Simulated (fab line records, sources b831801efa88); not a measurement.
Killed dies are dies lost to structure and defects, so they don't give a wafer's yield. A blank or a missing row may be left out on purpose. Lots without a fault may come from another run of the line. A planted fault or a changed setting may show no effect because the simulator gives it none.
A struck lot beside a sound one | flow sky130 | 17 steps out of a route of 708
Sound: wafers L428.2, L428.4, L428.5. Struck: wafers L421.1, L421.2, L421.4. The cause comes at the end.
At each step with rows: each side's tool, then ch and its chambers, then its first start. Under that, the readings that differ: sound wafers | struck wafers | difference of the means | sigmas: that difference in standard deviations of wafers without a fault.
alike: readings whose means differ by less than 2 such deviations, and words and numbers that are the same on both sides. not compared: withheld readings, readings that some wafer has no value for, bounds like >300 that may hide the same value, and numbers for which the record gives no deviation and whose values overlap.
The two part at a step that has a row with sigmas, a row that says differs or no value, or rows on one side only. Numbers that don't overlap but have no deviation are shown without sigmas and don't part them. A reading that every wafer of one side lacks parts them only if that side has two wafers or more.

SKY_VIA2_CMP_02: polishes SiO2.
  sound on cmp-02 ch 0,2,3, day 39 12:55; struck on cmp-02 ch 1,2,3, day 37 14:17
  alike: motor_current_A
SKY_VIA2_BOW_MEAS_03:
  sound on film_metro-02, day 39 13:14; struck on film_metro-02, day 37 14:35
  alike: VIA2_BOW
then, 8 steps without rows for these wafers: SKY_VIA2_DEHYDRATE_04 (time 60 s); SKY_VIA2_HMDS_05 (prime time 60 s); SKY_VIA2_COAT_06 (resist thk 60 nm); SKY_VIA2_COAT_07 (resist thk 450 nm); SKY_VIA2_SOFTBAKE_08 (time 90 s); SKY_VIA2_EXPOSE_09 (exposes mask VIM2, target cd 200 nm); SKY_VIA2_PEB_10; SKY_VIA2_DEVELOP_11 (develop time 58.6 s).
SKY_VIA2_CD_MEAS_12: target cd 200 nm.
  sound on cd_sem-02, day 40 14:13; struck on cd_sem-01, day 38 16:44
  alike: cd_nm
SKY_VIA2_OVL_MEAS_13:
  sound on overlay-01, day 40 14:19; struck on overlay-01, day 38 16:52
  alike: VIA2_OVL
SKY_VIA2_ETCH_14: etches BARC in N2/H2, stops on SiO2, time 45.9 s, target depth 60 nm.
  sound on rie_diel-03 ch 0,3, day 40 14:20; struck on rie_diel-01 ch 1,2,3, day 38 16:53
  no value came back on the struck wafers for any of 5 readings (bias_w (W), chamber_pressure_mTorr (mTorr) and others); on the sound wafers bias_w (W) reads 99.81 100.53 99.86
  reading                                     | sound         | struck            | difference | sigmas
  model.KrF-thick_of_VIA2_COAT_07.thk_nm (nm) | 393 394.6 394 | 437.2 436.8 436.1 | +42.8      |
  not compared: rf_hours_counter_h
SKY_VIA2_ETCH_15: etches SiO2 in C4F8/O2/Ar, stops on TiN, target depth 546 nm, time 84 s.
  sound on rie_diel-03 ch 0,3, day 40 14:23; struck on rie_diel-01 ch 1,2,3, day 38 16:56
  reading                                     | sound             | struck            | difference | sigmas
  oes_product_au (a.u.)                       | 0.937 0.936 0.948 | 0.380 0.370 0.373 | -0.566     | -99 or more
  model.KrF-thick_of_VIA2_COAT_07.thk_nm (nm) | 284.2 288.4 284.2 | 328.1 324 328     | +41.1      |
  alike: bias_w, chamber_pressure_mTorr
SKY_VIA2_STRIP_16: strips in O2/N2.
  sound on plasma_asher-01 ch 0,1, day 40 14:27; struck on plasma_asher-04 ch 0,1, day 38 17:00
  reading                      | sound             | struck            | difference | sigmas
  oes_product_au (a.u.)        | 0.405 0.399 0.402 | 0.417 0.425 0.414 | +0.017     | +3
  strip_time_to_endpoint_s (s) | 4.067 4.100 4.061 | 4.514 4.474 4.520 | +0.427     | +15
  alike: drypump_motor_current_A
  not compared: rf_hours_counter_h
then, 1 step without rows for these wafers: SKY_VIA2_STRIP_17 (strips in post etch residue remover, time 1200 s).
-- the record jumps here: 9 days lie between the struck wafers' starts before and after (it left off in module VIA2 and takes up again in module PAD_OPEN, whose first step shown is number 708 of the route) --
SKY_PAD_OPEN_PROBE_99:
  sound on prober-02, day 49 04:54; struck on prober-01, day 47 15:28
  reading                  | sound          | struck                                                               | difference                   | sigmas
  hold                     | - - -          | await_dispo/3.2h/scrap await_dispo/3.2h/scrap await_dispo/3.2h/scrap | no value on the sound wafers |
  defect_limited_yield (%) | 81.7 80.1 80.9 | 0 0 0                                                                | -81                          | -43
  killed_at_M0_to_M3       | 43 40 45       | 440 445 454                                                          | +404                         | +64
  killed_at_other          | 1 0 0          | 3 2 1                                                                | +2                           | +2
  killed_dies              | 90 98 94       | 492 492 492                                                          | +398                         | +42
  killed_on_rim            | 18 14 19       | 96 96 96                                                             | +79                          | +20
  sort_bin_5_function (%)  | 11.8 10.6 10.2 | 91.5 92.5 93.1                                                       | +81.5                        | +54
  sort_n_pass              | 402 394 398    | 0 0 0                                                                | -398                         | -42
  sort_yield_pct (%)       | 81.7 80.1 80.9 | 0 0 0                                                                | -81                          | -43
  alike: killed_at_M4_up, killed_at_contacts, killed_at_front_end, killed_open, killed_short, sort_bin_3_pad_short, sort_bin_6_memory

WHERE THEY PART
First at SKY_VIA2_ETCH_14; last, within this record, at SKY_PAD_OPEN_PROBE_99.

WHY: what the simulator had put in
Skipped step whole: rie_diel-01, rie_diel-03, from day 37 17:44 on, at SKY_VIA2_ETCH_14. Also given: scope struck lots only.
